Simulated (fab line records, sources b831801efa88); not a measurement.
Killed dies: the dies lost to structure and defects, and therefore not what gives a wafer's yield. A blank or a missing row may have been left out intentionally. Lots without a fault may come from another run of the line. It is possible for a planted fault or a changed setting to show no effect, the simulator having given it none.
Split-lot study :: flow gf180mcu :: 23 wafers read from 5 lots, route of 602 steps

== SPLIT DETAILS ==
At GF_HV_LDD_IMPLANT_48, the setting energy-kev was moved away from the recipe's 25 on 4 of the 23 wafers read, by -2.9% to -2.3%. All remaining wafers had this setting at the recipe value.

The reading is taken at the split's own step.

== THE READING ==
In nm, at GF_HV_LDD_IMPLANT_48: implant.drp-nm, which is the simulator's own figure and was read by no gauge. No usual value for it is given in the file.

wafer: L076.3
tool, chamber at the split: implanter-01, 0
energy-kev as run: 25
against the recipe: recipe
implant.drp-nm, nm: 35.62
against lot-mates on the recipe: -

wafer: L076.4
tool, chamber at the split: implanter-01, 0
energy-kev as run: 25
against the recipe: recipe
implant.drp-nm, nm: 35.62
against lot-mates on the recipe: -

wafer: L076.6
tool, chamber at the split: implanter-01, 0
energy-kev as run: 25
against the recipe: recipe
implant.drp-nm, nm: 35.62
against lot-mates on the recipe: -

wafer: L075.1
tool, chamber at the split: implanter-01, 0
energy-kev as run: 25
against the recipe: recipe
implant.drp-nm, nm: 35.62
against lot-mates on the recipe: -

wafer: L075.3
tool, chamber at the split: implanter-01, 0
energy-kev as run: 25
against the recipe: recipe
implant.drp-nm, nm: 35.62
against lot-mates on the recipe: -

wafer: L075.4
tool, chamber at the split: implanter-01, 0
energy-kev as run: 25
against the recipe: recipe
implant.drp-nm, nm: 35.62
against lot-mates on the recipe: -

wafer: L075.5
tool, chamber at the split: implanter-01, 0
energy-kev as run: 25
against the recipe: recipe
implant.drp-nm, nm: 35.62
against lot-mates on the recipe: -

wafer: L075.6
tool, chamber at the split: implanter-01, 0
energy-kev as run: 25
against the recipe: recipe
implant.drp-nm, nm: 35.62
against lot-mates on the recipe: -

wafer: L079.2
tool, chamber at the split: implanter-02, 0
energy-kev as run: 25
against the recipe: recipe
implant.drp-nm, nm: 35.62
against lot-mates on the recipe: -

wafer: L079.3
tool, chamber at the split: implanter-02, 0
energy-kev as run: 25
against the recipe: recipe
implant.drp-nm, nm: 35.62
against lot-mates on the recipe: -

wafer: L079.4
tool, chamber at the split: implanter-02, 0
energy-kev as run: 25
against the recipe: recipe
implant.drp-nm, nm: 35.62
against lot-mates on the recipe: -

wafer: L079.5
tool, chamber at the split: implanter-02, 0
energy-kev as run: 25
against the recipe: recipe
implant.drp-nm, nm: 35.62
against lot-mates on the recipe: -

wafer: L079.6
tool, chamber at the split: implanter-02, 0
energy-kev as run: 25
against the recipe: recipe
implant.drp-nm, nm: 35.62
against lot-mates on the recipe: -

wafer: L083.1
tool, chamber at the split: implanter-01, 0
energy-kev as run: 24.43
against the recipe: -2.3%
implant.drp-nm, nm: 34.67
against lot-mates on the recipe: -0.95

wafer: L083.6
tool, chamber at the split: implanter-01, 0
energy-kev as run: 24.43
against the recipe: -2.3%
implant.drp-nm, nm: 34.67
against lot-mates on the recipe: -0.95

wafer: L083.2
tool, chamber at the split: implanter-01, 0
energy-kev as run: 25
against the recipe: recipe
implant.drp-nm, nm: 35.62
against lot-mates on the recipe: -

wafer: L083.3
tool, chamber at the split: implanter-01, 0
energy-kev as run: 25
against the recipe: recipe
implant.drp-nm, nm: 35.62
against lot-mates on the recipe: -

wafer: L083.5
tool, chamber at the split: implanter-01, 0
energy-kev as run: 25
against the recipe: recipe
implant.drp-nm, nm: 35.62
against lot-mates on the recipe: -

wafer: L084.1
tool, chamber at the split: implanter-02, 0
energy-kev as run: 24.28
against the recipe: -2.9%
implant.drp-nm, nm: 34.42
against lot-mates on the recipe: -1.20

wafer: L084.3
tool, chamber at the split: implanter-02, 0
energy-kev as run: 24.28
against the recipe: -2.9%
implant.drp-nm, nm: 34.42
against lot-mates on the recipe: -1.20

wafer: L084.2
tool, chamber at the split: implanter-02, 0
energy-kev as run: 25
against the recipe: recipe
implant.drp-nm, nm: 35.62
against lot-mates on the recipe: -

wafer: L084.4
tool, chamber at the split: implanter-02, 0
energy-kev as run: 25
against the recipe: recipe
implant.drp-nm, nm: 35.62
against lot-mates on the recipe: -

wafer: L084.6
tool, chamber at the split: implanter-02, 0
energy-kev as run: 25
against the recipe: recipe
implant.drp-nm, nm: 35.62
against lot-mates on the recipe: -

THE FIT
A straight line over all 23 wafers: implant.drp-nm changes by +0.417 nm for each +1% of energy-kev; r = +1.00; the points scatter about the line by 0 nm.
The same after taking each lot's own level away (the mean of its wafers on the recipe; 23 wafers): +0.417 nm for each +1%; r = +1.00; scatter 0 nm.
Per that fit: largest energy-kev move, reading shift of 1.2 nm.
The lots' own levels span 35.620 to 35.620 nm.
The two slopes agree, so the slope changes little with the lot-to-lot level.
Check: -1.2 nm against its lot-mates is what the line predicts for one of the wafers moved furthest among these (-2.9%) when that wafer is left out of the fit. It came out at -1.2 nm against them.

== OTHER SPLITS ON THESE WAFERS ==
These wafers also went through other splits before the reading. Each is held against what the fit with the lots' levels taken away leaves over:
other split on the same wafers: GF_VT_IMPLANT_STRIP_31 pressure-mtorr
wafers away from the commonest value: 5
r with implant.drp-nm (lot level and that fit taken away): -0.03

other split on the same wafers: GF_POLY_GATE_COAT_05 resist-thk-nm
wafers away from the commonest value: 10
r with implant.drp-nm (lot level and that fit taken away): -0.37

other split on the same wafers: GF_POLY_GATE_ETCH_13 over-etch-frac
wafers away from the commonest value: 8
r with implant.drp-nm (lot level and that fit taken away): +0.02

other split on the same wafers: GF_HV_LDD_DEVELOP_30 develop-time-s
wafers away from the commonest value: 8
r with implant.drp-nm (lot level and that fit taken away): +0.26

== THE WHOLE CHAIN: every reading that the file lists as answering this split, in the file's order ==
step: GF_HV_LDD_IMPLANT_48
what it does: 
reading: implant.rp-nm (the simulator's own value, which no gauge read)
change (the file's fit): +0.801 nm for each +1% of the setting
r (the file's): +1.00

step: GF_HV_LDD_IMPLANT_48
what it does: 
reading: implant.drp-nm (the simulator's own value, which no gauge read)
change (the file's fit): +0.418 nm for each +1% of the setting
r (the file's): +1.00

== FILE'S OWN FIT ==
implant.drp-nm changes by +0.418 nm for each +1% of energy-kev, r = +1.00.
